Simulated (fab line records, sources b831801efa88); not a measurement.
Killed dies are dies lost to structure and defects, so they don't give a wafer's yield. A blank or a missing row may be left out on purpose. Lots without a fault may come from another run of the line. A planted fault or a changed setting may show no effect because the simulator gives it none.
A struck lot beside a sound one | flow sky130 | 23 steps out of a route of 708
Sound: wafers L912.1, L912.2, L912.3. Struck: wafers L919.1, L919.4, L919.5. The cause comes at the end.
At each step with rows: each side's tool, then ch and its chambers, then its first start. Under that, the readings that differ: sound wafers | struck wafers | difference of the means | sigmas: that difference in standard deviations of wafers without a fault.
alike: readings whose means differ by less than 2 such deviations, and words and numbers that are the same on both sides. not compared: withheld readings, readings that some wafer has no value for, bounds like >300 that may hide the same value, and numbers for which the record gives no deviation and whose values overlap.
The two part at a step that has a row with sigmas, a row that says differs or no value, or rows on one side only. Numbers that don't overlap but have no deviation are shown without sigmas and don't part them. A reading that every wafer of one side lacks parts them only if that side has two wafers or more.

first, 1 step without rows for these wafers: SKY_METAL3_METAL_ETCH_18 (etches the open film in Cl2/BCl3, stops on SiO2, target depth 845 nm, time 183.1 s).
SKY_METAL3_STRIP_19: strips in O2/N2.
  sound on plasma_asher-03 ch 0,1, day 41 13:19; struck on plasma_asher-03 ch 0,1, day 42 06:36
  alike: drypump_motor_current_A, oes_product_au, strip_time_to_endpoint_s
  not compared: rf_hours_counter_h
then, 4 steps without rows for these wafers: SKY_METAL3_STRIP_20 (strips in post etch residue remover, time 1200 s); SKY_METAL3_CLEAN_21 (cleans in IPA, time 180 s); SKY_METAL3_CLEAN_22 (cleans in O3/DIW); SKY_VIA3_HDPCVD_00 (deposits SiO2, target thk 1635 nm, time 272.5 s).
SKY_VIA3_THK_MEAS_01:
  sound on film_metro-03, day 41 14:07; struck on film_metro-01, day 42 07:22
  alike: VIA3_HDPCVD_THK
SKY_VIA3_CMP_02: polishes SiO2.
  sound on cmp-02 ch 0,1,3, day 41 14:10; struck on cmp-02 ch 0,2, day 42 07:29
  alike: motor_current_A, platen_rpm
SKY_VIA3_BOW_MEAS_03:
  sound on film_metro-03, day 41 14:28; struck on film_metro-02, day 42 07:44
  alike: VIA3_BOW
then, 3 steps without rows for these wafers: SKY_VIA3_DEHYDRATE_04 (time 60 s); SKY_VIA3_HMDS_05 (prime time 60 s); SKY_VIA3_COAT_06 (resist thk 60 nm).
SKY_VIA3_COAT_07: resist thk 450 nm.
  sound on litho_track-03 ch 0, day 42 02:00; struck on litho_track-01 ch 0, day 42 19:00
  reading                                     | sound                | struck               | difference | sigmas
  spin_speed_rpm (rpm)                        | 3000.6 3000.4 3005.3 | 3060.1 3055.7 3054.0 | +54.5      | +22
  model.KrF-thick_of_VIA3_COAT_07.thk_nm (nm) | 448.8 449 450.6      | 445.8 445.6 447      | -3.3       |
SKY_VIA3_SOFTBAKE_08: time 93.82 s.
  sound on litho_track-03 ch 0; struck on litho_track-01 ch 0
  alike: plate_sensor_t_centre_C, plate_sensor_t_edge_C
then, 3 steps without rows for these wafers: SKY_VIA3_EXPOSE_09 (exposes mask VIM3, target cd 200 nm); SKY_VIA3_PEB_10; SKY_VIA3_DEVELOP_11 (develop time 60 s).
SKY_VIA3_CD_MEAS_12: target cd 200 nm.
  sound on cd_sem-02, day 42 14:36; struck on cd_sem-02, day 43 06:47
  alike: cd_nm
SKY_VIA3_OVL_MEAS_13:
  sound on overlay-01, day 42 14:43; struck on overlay-01, day 43 06:54
  alike: VIA3_OVL
SKY_VIA3_ETCH_14: etches BARC in N2/H2, stops on SiO2, time 45.9 s, target depth 60 nm.
  sound on rie_diel-03 ch 1,2,3, day 42 14:46; struck on rie_diel-01 ch 0,1,2, day 43 06:56
  alike: drypump_motor_current_A, oes_product_au, throttle_valve_pct
  not compared: rf_hours_counter_h
SKY_VIA3_ETCH_15: etches SiO2 in C4F8/O2/Ar, stops on TiN, target depth 507 nm, time 78 s.
  sound on rie_diel-03 ch 1,2,3, day 42 14:48; struck on rie_diel-01 ch 0,1,2, day 43 06:59
  reading                                     | sound             | struck            | difference | sigmas
  model.KrF-thick_of_VIA3_COAT_07.thk_nm (nm) | 288.2 289.9 290.8 | 284.9 282.5 286.8 | -4.9       |
  alike: oes_product_au
SKY_VIA3_STRIP_16: strips in O2/N2.
  sound on plasma_asher-04 ch 0,1, day 42 14:52; struck on plasma_asher-02 ch 0,1, day 43 07:02
  alike: drypump_motor_current_A, oes_product_au, strip_time_to_endpoint_s
  not compared: rf_hours_counter_h
then, 1 step without rows for these wafers: SKY_PAD_OPEN_PROBE_99.

WHERE THEY PART
Only at SKY_VIA3_COAT_07, within this record. Later steps at which nothing parts them and some readings are alike: SKY_VIA3_SOFTBAKE_08, SKY_VIA3_CD_MEAS_12, SKY_VIA3_OVL_MEAS_13, SKY_VIA3_ETCH_14, SKY_VIA3_ETCH_15, SKY_VIA3_STRIP_16.

WHY: what the simulator had put in
Process parameter drift: litho_track-01, from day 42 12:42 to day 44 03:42, at SKY_VIA3_COAT_07. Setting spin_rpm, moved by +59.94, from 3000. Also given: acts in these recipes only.
